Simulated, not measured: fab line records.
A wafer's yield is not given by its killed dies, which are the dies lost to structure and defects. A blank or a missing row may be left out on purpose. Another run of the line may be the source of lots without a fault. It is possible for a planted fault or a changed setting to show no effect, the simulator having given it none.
Check of tool commonality || flow sky130 || Sample size 14 lots and 42 wafers

## THE REASON FOR OPENING IT
At SKY_VT_ADJUST_PCH_TW_MEAS_10 the reading VT_ADJUST_PCH_TW is flagged on 2 of 14 lots. No-fault wafers: 142.4, standard deviation 1.2.
Rule: a lot is flagged when every wafer of it that has a number lies more than 4 standard deviations from that mean, or none has a number. The rest of the lots are taken to be sound.

{"lot": "L784", "measured": "day 10 13:05", "on": "film-metro-02", "VT_ADJUST_PCH_TW, wafer by wafer": "141.8 141.8 141.8", "flag": ""}
{"lot": "L785", "measured": "day 10 17:01", "on": "film-metro-02", "VT_ADJUST_PCH_TW, wafer by wafer": "141.5 141.3 140.8", "flag": ""}
{"lot": "L786", "measured": "day 11 00:32", "on": "film-metro-02", "VT_ADJUST_PCH_TW, wafer by wafer": "141.7 141.7 142.0", "flag": ""}
{"lot": "L788", "measured": "day 12 06:26", "on": "film-metro-03", "VT_ADJUST_PCH_TW, wafer by wafer": "144.2 144.2 143.1", "flag": ""}
{"lot": "L790", "measured": "day 12 14:02", "on": "film-metro-02", "VT_ADJUST_PCH_TW, wafer by wafer": "142.7 142.0 142.4", "flag": ""}
{"lot": "L791", "measured": "day 12 22:35", "on": "film-metro-04", "VT_ADJUST_PCH_TW, wafer by wafer": "143.6 143.2 142.6", "flag": ""}
{"lot": "L792", "measured": "day 13 05:49", "on": "film-metro-02", "VT_ADJUST_PCH_TW, wafer by wafer": "142.2 142.1 141.8", "flag": ""}
{"lot": "L795", "measured": "day 13 22:00", "on": "film-metro-04", "VT_ADJUST_PCH_TW, wafer by wafer": "143.2 143.3 143.2", "flag": ""}
{"lot": "L798", "measured": "day 15 03:20", "on": "film-metro-04", "VT_ADJUST_PCH_TW, wafer by wafer": "30.4 30.4 30.2", "flag": "FLAGGED"}
{"lot": "L800", "measured": "day 15 16:41", "on": "film-metro-03", "VT_ADJUST_PCH_TW, wafer by wafer": "30.2 30.1 30.0", "flag": "FLAGGED"}
{"lot": "L801", "measured": "day 16 02:08", "on": "film-metro-04", "VT_ADJUST_PCH_TW, wafer by wafer": "142.5 142.4 143.2", "flag": ""}
{"lot": "L802", "measured": "day 16 09:08", "on": "film-metro-02", "VT_ADJUST_PCH_TW, wafer by wafer": "142.3 142.0 141.6", "flag": ""}
{"lot": "L804", "measured": "day 17 02:26", "on": "film-metro-04", "VT_ADJUST_PCH_TW, wafer by wafer": "142.8 141.8 142.4", "flag": ""}
{"lot": "L807", "measured": "day 17 19:28", "on": "film-metro-03", "VT_ADJUST_PCH_TW, wafer by wafer": "144.1 143.8 144.0", "flag": ""}
Average over the flagged lots: 30.2; offset from the usual -112.2, equal to -93 standard deviations.

## WHICH TOOL EACH LOT WENT THROUGH
Before the reading, the record contains 2 process steps out of a 708-step route. Each cell gives the tool, then ch followed by the chambers the sampled wafers passed through, then the start.
{"lot": "L784", "flag": "", "SKY_NWELL_STRIP_25": "plasma-asher-04 ch 0,1, day 5 06:58", "SKY_VT_ADJUST_PCH_DEVELOP_06": "litho-track-02 ch 0, day 10 12:00"}
{"lot": "L785", "flag": "", "SKY_NWELL_STRIP_25": "plasma-asher-03 ch 0,1, day 5 10:31", "SKY_VT_ADJUST_PCH_DEVELOP_06": "litho-track-03 ch 0, day 10 16:00"}
{"lot": "L786", "flag": "", "SKY_NWELL_STRIP_25": "plasma-asher-02 ch 0,1, day 5 16:44", "SKY_VT_ADJUST_PCH_DEVELOP_06": "litho-track-03 ch 0, day 11 00:00"}
{"lot": "L788", "flag": "", "SKY_NWELL_STRIP_25": "plasma-asher-02 ch 0,1, day 6 17:32", "SKY_VT_ADJUST_PCH_DEVELOP_06": "litho-track-01 ch 0, day 12 05:00"}
{"lot": "L790", "flag": "", "SKY_NWELL_STRIP_25": "plasma-asher-02 ch 0,1, day 6 23:11", "SKY_VT_ADJUST_PCH_DEVELOP_06": "litho-track-03 ch 0, day 12 13:00"}
{"lot": "L791", "flag": "", "SKY_NWELL_STRIP_25": "plasma-asher-03 ch 1, day 7 04:50", "SKY_VT_ADJUST_PCH_DEVELOP_06": "litho-track-02 ch 0, day 12 22:00"}
{"lot": "L792", "flag": "", "SKY_NWELL_STRIP_25": "plasma-asher-02 ch 0,1, day 7 11:38", "SKY_VT_ADJUST_PCH_DEVELOP_06": "litho-track-02 ch 0, day 13 05:00"}
{"lot": "L795", "flag": "", "SKY_NWELL_STRIP_25": "plasma-asher-03 ch 0,1, day 8 00:10", "SKY_VT_ADJUST_PCH_DEVELOP_06": "litho-track-02 ch 0, day 13 21:00"}
{"lot": "L798", "flag": "FLAGGED", "SKY_NWELL_STRIP_25": "plasma-asher-03 ch 0,1, day 9 00:52", "SKY_VT_ADJUST_PCH_DEVELOP_06": "litho-track-03 ch 0, day 15 02:00"}
{"lot": "L800", "flag": "FLAGGED", "SKY_NWELL_STRIP_25": "plasma-asher-04 ch 0,1, day 9 11:50", "SKY_VT_ADJUST_PCH_DEVELOP_06": "litho-track-03 ch 0, day 15 16:00"}
{"lot": "L801", "flag": "", "SKY_NWELL_STRIP_25": "plasma-asher-04 ch 0, day 9 19:53", "SKY_VT_ADJUST_PCH_DEVELOP_06": "litho-track-01 ch 0, day 16 01:00"}
{"lot": "L802", "flag": "", "SKY_NWELL_STRIP_25": "plasma-asher-02 ch 0,1, day 10 01:38", "SKY_VT_ADJUST_PCH_DEVELOP_06": "litho-track-01 ch 0, day 16 08:00"}
{"lot": "L804", "flag": "", "SKY_NWELL_STRIP_25": "plasma-asher-03 ch 0,1, day 10 14:29", "SKY_VT_ADJUST_PCH_DEVELOP_06": "litho-track-01 ch 0, day 17 02:00"}
{"lot": "L807", "flag": "", "SKY_NWELL_STRIP_25": "plasma-asher-03 ch 0,1, day 11 06:04", "SKY_VT_ADJUST_PCH_DEVELOP_06": "litho-track-01 ch 0, day 17 19:00"}
These steps, and what they do:
- SKY_NWELL_STRIP_25: strips in O2/N2.
- SKY_VT_ADJUST_PCH_DEVELOP_06: develop time 60 s.
- SKY_VT_ADJUST_PCH_TW_MEAS_10

## FLAGGED AGAINST TOTAL, ONE TOOL AT A TIME (gauges that did the reading follow at the end)
{"step": "SKY_NWELL_STRIP_25", "tool": "plasma-asher-02", "lots run": 5, "flagged": 0, "share of the flagged lots": "none", "sound lots run after its first flagged lot": "-"}
{"step": "SKY_NWELL_STRIP_25", "tool": "plasma-asher-03", "lots run": 6, "flagged": 1, "share of the flagged lots": "some", "sound lots run after its first flagged lot": "2 (L804,L807)"}
{"step": "SKY_NWELL_STRIP_25", "tool": "plasma-asher-04", "lots run": 3, "flagged": 1, "share of the flagged lots": "some", "sound lots run after its first flagged lot": "1 (L801)"}
{"step": "SKY_VT_ADJUST_PCH_DEVELOP_06", "tool": "litho-track-01", "lots run": 5, "flagged": 0, "share of the flagged lots": "none", "sound lots run after its first flagged lot": "-"}
{"step": "SKY_VT_ADJUST_PCH_DEVELOP_06", "tool": "litho-track-02", "lots run": 4, "flagged": 0, "share of the flagged lots": "none", "sound lots run after its first flagged lot": "-"}
{"step": "SKY_VT_ADJUST_PCH_DEVELOP_06", "tool": "litho-track-03", "lots run": 5, "flagged": 2, "share of the flagged lots": "all", "sound lots run after its first flagged lot": 0}
{"step": "SKY_VT_ADJUST_PCH_TW_MEAS_10", "tool": "film-metro-02", "lots run": 6, "flagged": 0, "share of the flagged lots": "none", "sound lots run after its first flagged lot": "-"}
{"step": "SKY_VT_ADJUST_PCH_TW_MEAS_10", "tool": "film-metro-03", "lots run": 3, "flagged": 1, "share of the flagged lots": "some", "sound lots run after its first flagged lot": "1 (L807)"}
{"step": "SKY_VT_ADJUST_PCH_TW_MEAS_10", "tool": "film-metro-04", "lots run": 5, "flagged": 1, "share of the flagged lots": "some", "sound lots run after its first flagged lot": "2 (L801,L804)"}

## WHAT THE TABLE PERMITS
In the table, 1 row covers all flagged lots: litho-track-03 at SKY_VT_ADJUST_PCH_DEVELOP_06.
- litho-track-03 at SKY_VT_ADJUST_PCH_DEVELOP_06 ran 5 lots, 2 of them flagged. Its last sound lot is L790 (day 12 13:00), its first flagged lot L798 (day 15 02:00): a fault that began between those two fits.
litho-track-03 at SKY_VT_ADJUST_PCH_DEVELOP_06 is the single tool remaining.

## WHAT WAS PUT IN BY THE SIMULATOR
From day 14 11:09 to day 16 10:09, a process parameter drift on litho-track-03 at SKY_VT_ADJUST_PCH_DEVELOP_06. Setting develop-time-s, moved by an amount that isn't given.
Lots struck among those shown: L798, L800. The rule given above showed the same thing.
